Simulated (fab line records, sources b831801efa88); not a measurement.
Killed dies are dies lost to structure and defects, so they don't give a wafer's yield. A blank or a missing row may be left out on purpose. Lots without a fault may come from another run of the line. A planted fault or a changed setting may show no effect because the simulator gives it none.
Which tool did it? | flow sky130 | 24 lots, 72 wafers sampled, at 6 steps of a route of 708

WHAT THE GAUGES READ, wafer by wafer
SKY_VT_ADJUST_LVTN_OVL_MEAS_07.
lot  | measured     | on         | VT_ADJUST_LVTN_OVL (nm)
L074 | day 6 23:54  | overlay-01 | 1.6 0.3 -0.1
L075 | day 7 08:32  | overlay-02 | 1.1 1.2 0.8
L077 | day 7 15:50  | overlay-01 | 0.2 -1.0 0.0
L076 | day 7 15:57  | overlay-02 | 1.8 2.4 1.6
L078 | day 7 20:38  | overlay-01 | 1.5 0.7 1.2
L079 | day 8 05:50  | overlay-01 | 0.2 -0.1 0.9
L080 | day 8 15:21  | overlay-02 | 0.3 -0.2 -0.3
L081 | day 8 18:20  | overlay-02 | 0.9 -0.1 0.3
L082 | day 8 23:47  | overlay-02 | 1.0 2.0 1.4
L083 | day 9 07:14  | overlay-01 | -0.7 -1.3 -1.5
L084 | day 9 14:47  | overlay-01 | -0.1 -1.4 -1.2
L085 | day 9 18:26  | overlay-02 | -0.1 -1.0 0.2
L086 | day 10 01:47 | overlay-01 | -0.8 -0.7 0.2
L087 | day 10 09:00 | overlay-01 | -0.3 0.2 -1.3
L088 | day 10 12:38 | overlay-01 | 1.0 0.2 1.5
L089 | day 10 22:20 | overlay-02 | 1.4 0.2 1.4
L090 | day 11 02:56 | overlay-02 | 0.2 0.3 -0.8
L091 | day 11 09:51 | overlay-01 | 0.8 -0.5 -2.3
L092 | day 11 16:59 | overlay-02 | 0.6 0.3 -0.6
L093 | day 11 22:41 | overlay-01 | -0.6 -1.6 0.0
L094 | day 12 16:44 | overlay-01 | -2.6 0.1 -1.6
L095 | day 13 10:26 | overlay-01 | -1.6 -0.9 -3.0
L096 | day 13 10:59 | overlay-02 | 1.6 2.7 1.4
L097 | day 13 13:09 | overlay-01 | -0.2 -1.6 -0.7

SKY_SONOS_ONO_THK_MEAS_05.
lot  | measured     | on            | SONOS_ONO_CVD_04_THK (nm)
L074 | day 11 19:50 | film_metro-01 | 5.57 5.60 5.60
L075 | day 12 08:23 | film_metro-01 | 5.75 5.76 5.74
L077 | day 12 08:23 | film_metro-04 | 5.79 5.76 5.76
L076 | day 12 15:04 | film_metro-04 | 5.69 5.72 5.73
L078 | day 12 15:03 | film_metro-02 | 5.73 5.84 5.58
L079 | day 13 05:13 | film_metro-04 | 5.65 5.68 5.64
L080 | day 13 18:15 | film_metro-02 | 5.80 5.76 5.77
L081 | day 13 18:14 | film_metro-04 | 5.74 5.73 5.71
L082 | day 14 06:19 | film_metro-01 | 5.68 5.80 5.60
L083 | day 14 06:19 | film_metro-04 | 5.90 5.85 5.65
L084 | day 14 16:33 | film_metro-04 | 5.88 5.81 5.93
L085 | day 14 21:11 | film_metro-01 | 5.69 5.87 5.79
L086 | day 15 02:52 | film_metro-01 | 5.77 5.78 5.84
L087 | day 15 10:04 | film_metro-02 | 5.84 5.79 5.67
L088 | day 15 16:52 | film_metro-02 | 5.64 5.65 5.55
L089 | day 16 10:26 | film_metro-02 | 5.68 5.86 5.73
L090 | day 16 13:19 | film_metro-04 | 5.79 5.67 5.75
L091 | day 16 23:34 | film_metro-01 | 5.69 5.56 5.67
L092 | day 17 08:23 | film_metro-02 | 5.76 5.72 5.71
L093 | day 17 14:34 | film_metro-02 | 5.61 5.71 5.69
L094 | day 18 13:06 | film_metro-01 | 5.80 5.80 5.87
L095 | day 19 10:31 | film_metro-02 | 5.57 5.55 5.59
L096 | day 19 11:53 | film_metro-01 | 5.69 5.70 5.62
L097 | day 19 14:17 | film_metro-01 | 5.70 5.66 5.72

SKY_CONTACT_RS_MEAS_25: measures by four-point-probe.
lot  | measured     | on            | CONTACT_W_RS (ohm/sq)
L074 | day 31 20:55 | film_metro-04 | 0.334 0.343 0.337
L075 | day 32 14:32 | film_metro-02 | 0.338 0.335 0.338
L077 | day 32 11:59 | film_metro-01 | 0.336 0.341 0.337
L076 | day 32 09:50 | film_metro-04 | 0.336 0.334 0.332
L078 | day 32 15:43 | film_metro-04 | 0.332 0.332 0.331
L079 | day 33 10:47 | film_metro-01 | 0.330 0.334 0.333
L080 | day 33 17:47 | film_metro-02 | 0.337 0.339 0.337
L081 | day 33 20:04 | film_metro-01 | 0.335 0.332 0.333
L082 | day 34 02:51 | film_metro-02 | 0.340 0.341 0.340
L083 | day 34 06:25 | film_metro-04 | 0.329 0.335 0.335
L084 | day 34 12:41 | film_metro-02 | 0.332 0.336 0.333
L085 | day 34 20:33 | film_metro-02 | 0.329 0.334 0.333
L086 | day 35 05:17 | film_metro-04 | 0.334 0.333 0.330
L087 | day 35 08:02 | film_metro-02 | 0.336 0.332 0.330
L088 | day 35 13:02 | film_metro-02 | 0.331 0.340 0.334
L089 | day 36 05:32 | film_metro-04 | 0.336 0.337 0.333
L090 | day 36 08:49 | film_metro-02 | 0.337 0.333 0.345
L091 | day 36 18:52 | film_metro-04 | 0.335 0.341 0.335
L092 | day 37 02:41 | film_metro-04 | 0.339 0.340 0.332
L093 | day 37 07:40 | film_metro-02 | 0.335 0.336 0.331
L094 | day 38 01:25 | film_metro-02 | 0.337 0.333 0.335
L095 | day 38 15:57 | film_metro-02 | 0.338 0.336 0.333
L096 | day 38 20:33 | film_metro-01 | 0.337 0.343 0.341
L097 | day 38 18:58 | film_metro-04 | 0.337 0.334 0.337

SKY_METAL3_OVL_MEAS_14.
lot  | measured     | on         | METAL3_OVL (nm)
L074 | day 38 16:58 | overlay-01 | -5 -6 -4
L075 | day 39 08:16 | overlay-02 | 3 1 -1
L077 | day 39 05:18 | overlay-01 | -16 -5 -13
L076 | day 39 03:07 | overlay-02 | 8 0 0
L078 | day 39 09:18 | overlay-02 | 0 -5 3
L079 | day 40 02:27 | overlay-01 | 3 1 -3
L080 | day 40 10:01 | overlay-01 | -2 6 3
L081 | day 40 12:25 | overlay-01 | -7 -1 -4
L082 | day 40 17:14 | overlay-02 | -1 0 4
L083 | day 40 20:22 | overlay-01 | 0 6 5
L084 | day 41 03:54 | overlay-02 | -5 -3 0
L085 | day 41 10:37 | overlay-02 | 7 6 1
L086 | day 41 19:12 | overlay-02 | -7 -8 -8
L087 | day 41 21:13 | overlay-01 | -12 -9 -7
L088 | day 42 01:45 | overlay-01 | 5 6 8
L089 | day 42 17:37 | overlay-01 | -11 -4 -5
L090 | day 42 20:01 | overlay-02 | -3 -5 -4
L091 | day 43 04:19 | overlay-01 | 3 6 4
L092 | day 43 10:27 | overlay-01 | -6 -3 -3
L093 | day 43 15:36 | overlay-01 | -9 -14 -10
L094 | day 44 06:45 | overlay-01 | -9 -9 -8
L095 | day 44 22:31 | overlay-02 | 7 4 5
L096 | day 44 23:09 | overlay-01 | -6 -4 -11
L097 | day 44 22:49 | overlay-02 | 0 -4 -10

SKY_METAL5_RS_MEAS_05: measures by four-point-probe.
lot  | measured     | on            | METAL5_ALCU_RS (ohm/sq)
L074 | day 42 22:48 | film_metro-02 | 0.02693 0.02709 0.02709
L075 | day 43 12:55 | film_metro-04 | 0.02727 0.02709 0.02704
L077 | day 43 10:55 | film_metro-02 | 0.02674 0.02694 0.0272
L076 | day 43 09:02 | film_metro-02 | 0.02693 0.02691 0.02713
L078 | day 43 14:16 | film_metro-03 | 0.02669 0.0265 0.02671
L079 | day 44 06:56 | film_metro-02 | 0.02711 0.02698 0.02698
L080 | day 44 13:14 | film_metro-04 | 0.02716 0.02709 0.02689
L081 | day 44 15:19 | film_metro-03 | 0.02753 0.02755 0.02733
L082 | day 44 19:41 | film_metro-03 | 0.02746 0.02724 0.02706
L083 | day 44 23:28 | film_metro-04 | 0.0265 0.02654 0.02679
L084 | day 45 05:07 | film_metro-04 | 0.02675 0.02688 0.02683
L085 | day 45 10:52 | film_metro-02 | 0.02682 0.02702 0.02675
L086 | day 45 20:51 | film_metro-02 | 0.0274 0.02731 0.02753
L087 | day 45 21:12 | film_metro-03 | 0.02682 0.02687 0.02699
L088 | day 46 01:16 | film_metro-02 | 0.02694 0.02708 0.0268
L089 | day 46 16:35 | film_metro-03 | 0.02682 0.02701 0.02737
L090 | day 46 18:41 | film_metro-02 | 0.0271 0.02738 0.02751
L091 | day 47 03:05 | film_metro-02 | 0.02698 0.02675 0.02681
L092 | day 47 05:47 | film_metro-03 | 0.02713 0.02716 0.02696
L093 | day 47 10:55 | film_metro-02 | 0.02695 0.02719 0.02757
L094 | day 48 01:11 | film_metro-02 | 0.02666 0.02675 0.027
L095 | day 48 14:13 | film_metro-02 | 0.02733 0.02716 0.02734
L096 | day 48 15:12 | film_metro-03 | 0.02696 0.02684 0.02691
L097 | day 48 14:57 | film_metro-02 | 0.02747 0.0274 0.02712

WHICH TOOL RAN EACH LOT (tool, then ch and the chambers of the sampled wafers, then the start)
lot  | SKY_METAL3_SPUTTER_00
L074 | pvd_sputter-02, day 36 12:42
L075 | pvd_sputter-04, day 37 05:43
L077 | pvd_sputter-02, day 37 01:31
L076 | pvd_sputter-02, day 37 01:16
L078 | pvd_sputter-02, day 37 06:25
L079 | pvd_sputter-02, day 38 00:22
L080 | pvd_sputter-02, day 38 08:27
L081 | pvd_sputter-02, day 38 10:45
L082 | pvd_sputter-03, day 38 15:46
L083 | pvd_sputter-03, day 38 19:40
L084 | pvd_sputter-02, day 39 02:04
L085 | pvd_sputter-04, day 39 08:43
L086 | pvd_sputter-04, day 39 18:08
L087 | pvd_sputter-04, day 39 20:46
L088 | pvd_sputter-02, day 40 01:23
L089 | pvd_sputter-04, day 40 16:40
L090 | pvd_sputter-02, day 40 18:58
L091 | pvd_sputter-04, day 41 05:02
L092 | pvd_sputter-04, day 41 11:40
L093 | pvd_sputter-02, day 41 16:39
L094 | pvd_sputter-02, day 42 08:27
L095 | pvd_sputter-02, day 43 00:28
L096 | pvd_sputter-03, day 43 02:01
L097 | pvd_sputter-03, day 43 01:09
- SKY_METAL3_SPUTTER_00: material Ti, target thk 15 nm, time 10 s.

WHAT THE TOOLS THEMSELVES READ (means of the sampled wafers that have a number; where no wafer has one, the mark that the record gives instead)
SKY_METAL3_SPUTTER_00.
lot  | tool           | throttle_valve_pct (%)
L074 | pvd_sputter-02 | 28.8
L075 | pvd_sputter-04 | 30.5
L077 | pvd_sputter-02 | 29.8
L076 | pvd_sputter-02 | 29.7
L078 | pvd_sputter-02 | 29.9
L079 | pvd_sputter-02 | 29.8
L080 | pvd_sputter-02 | 30.2
L081 | pvd_sputter-02 | 30.6
L082 | pvd_sputter-03 | 29.7
L083 | pvd_sputter-03 | 29.7
L084 | pvd_sputter-02 | 29.8
L085 | pvd_sputter-04 | 30.3
L086 | pvd_sputter-04 | 30.4
L087 | pvd_sputter-04 | 30.9
L088 | pvd_sputter-02 | 29.1
L089 | pvd_sputter-04 | 30.3
L090 | pvd_sputter-02 | 30.8
L091 | pvd_sputter-04 | 30.3
L092 | pvd_sputter-04 | 30.0
L093 | pvd_sputter-02 | 29.9
L094 | pvd_sputter-02 | 28.9
L095 | pvd_sputter-02 | 31.0
L096 | pvd_sputter-03 | 29.2
L097 | pvd_sputter-03 | 31.2

THE ANSWER, worked out from the rows above alone
Rule: what is usual is taken from the lots themselves. Put in order of their means at a reading, lots are off if they are a third of the lots or fewer, leave a main group of 4 or more, and stand apart from it by a gap of 3 or more times the standard deviation of the main group's means; of several such gaps the widest counts. A main group whose means are all the same, to the digits that the tables above print for the reading, isn't used. A lot without any number at a reading at which 4 lots or more have one is off too. The other lots that the step has rows for count as sound. The gauges are gone through in route order, then the tools' own readings, and for those a lot's mean is taken as printed above. The first step at which some lot is off is used, and at that step the reading that is off furthest; a lot without a number counts as furthest.
No lot is off at any reading shown: from this, nothing can be told.

WHAT THE SIMULATOR HAD PUT IN
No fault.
